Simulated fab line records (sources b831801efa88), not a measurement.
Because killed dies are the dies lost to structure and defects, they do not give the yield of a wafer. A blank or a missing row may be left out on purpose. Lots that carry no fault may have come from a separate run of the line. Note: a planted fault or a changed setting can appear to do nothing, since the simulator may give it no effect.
Comparing a struck lot with a sound one + flow sky130 + 15 out of 708 route steps
Sound: wafers L354.3, L354.4, L354.6. Wafers L359.3, L359.4, L359.5 were the ones struck. The cause is given at the end.
At each step with rows: each side's tool, then ch and its chambers, then its first start. Under that, the readings that differ: sound wafers + struck wafers + difference of the means + sigmas: that difference in standard deviations of wafers without a fault.
alike: readings with means less than 2 such deviations apart, plus words and numbers identical on both sides. not compared: withheld readings, readings lacking a value on some wafer, bounds such as >300 that could conceal the same value, and numbers that have no deviation in the record and whose values overlap.
A row with sigmas, a row that says differs or no value, or rows on one side alone: a step with any of these is where the two part. When numbers do not overlap yet have no deviation, they are printed without sigmas and do not part them. Lack of a reading on every wafer of one side parts them only where that side has two or more wafers.

first, 7 steps without rows for these wafers: SKY_SONOS_ONO_DEHYDRATE_06 (time 60 s); SKY_SONOS_ONO_HMDS_07 (prime time 60 s); SKY_SONOS_ONO_COAT_08 (resist thk 1140 nm); SKY_SONOS_ONO_SOFTBAKE_09 (time 60 s); SKY_SONOS_ONO_EXPOSE_10 (exposes mask ONOM, target cd 410 nm); SKY_SONOS_ONO_PEB_11; SKY_SONOS_ONO_DEVELOP_12 (develop time 60 s).
SKY_SONOS_ONO_CD_MEAS_13: target cd 410 nm.
  sound: cd sem-01 at day 15 09:22; struck: cd sem-01 at day 17 18:56
  alike: cd nm
SKY_SONOS_ONO_OVL_MEAS_14:
  sound: overlay-02 at day 15 09:28; struck: overlay-02 at day 17 19:01
  alike: SONOS_ONO_OVL
SKY_SONOS_ONO_ETCH_15: etches the open film in CHF3/O2, target depth 19.52 nm, time 7.8 s.
  sound on rie diel-03 ch 0,1,3, day 15 09:29; struck on rie diel-02 ch 0,1,3, day 17 19:02
  alike: O2_flow_sccm, drypump motor current A, oes product au, throttle valve pct
  not compared: rf hours counter h
then, 1 step without rows for these wafers: SKY_SONOS_ONO_WET_ETCH_16 (etches SiO2 in dHF, target depth 14 nm, time 280 s).
SKY_SONOS_ONO_STRIP_17: strips in O2/N2.
  sound on plasma asher-03 ch 0,1, day 15 09:38; struck on plasma asher-03 ch 0,1, day 17 19:11
  alike: drypump motor current A, oes product au, strip time to endpoint s
  not compared: rf hours counter h
SKY_SONOS_ONO_WET_ETCH_18: etches Si3N4 in H3PO4, target depth 15 nm, time 172 s.
  sound on wet bench-01 ch 2, day 15 09:42; struck on wet bench-01 ch 2, day 17 19:16
| reading          | sound       | struck      | difference | sigmas |
|------------------|-------------|-------------|------------|--------|
| run length s (s) | 198 198 198 | 224 224 224 | +26        | +7     |
then, 1 step without rows for these wafers: SKY_GATE_OXIDE_CLEAN_00 (cleans in SC1/SC2, time 150 s).
-- here the record skips 32 days between the struck wafers' starts before and after, leaving off in module GATE_OXIDE and picking up in module PAD_OPEN (first step shown: number 708 of the route) --
SKY_PAD_OPEN_PROBE_99:
  sound: prober-02 at day 48 14:18; struck: prober-01 at day 49 14:28
  alike: killed_at_M0_to_M3, killed_at_M4_up, killed at contacts, killed at front end, killed at other, killed dies, killed open, killed short

== WHERE THEY PART ==
Only at SKY_SONOS_ONO_WET_ETCH_18, within this record. Later steps at which nothing parts them and some readings are alike: SKY_PAD_OPEN_PROBE_99.

WHY: whatever the simulator had introduced
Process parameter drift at SKY_SONOS_ONO_WET_ETCH_18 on wet bench-01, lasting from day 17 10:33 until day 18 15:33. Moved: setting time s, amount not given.
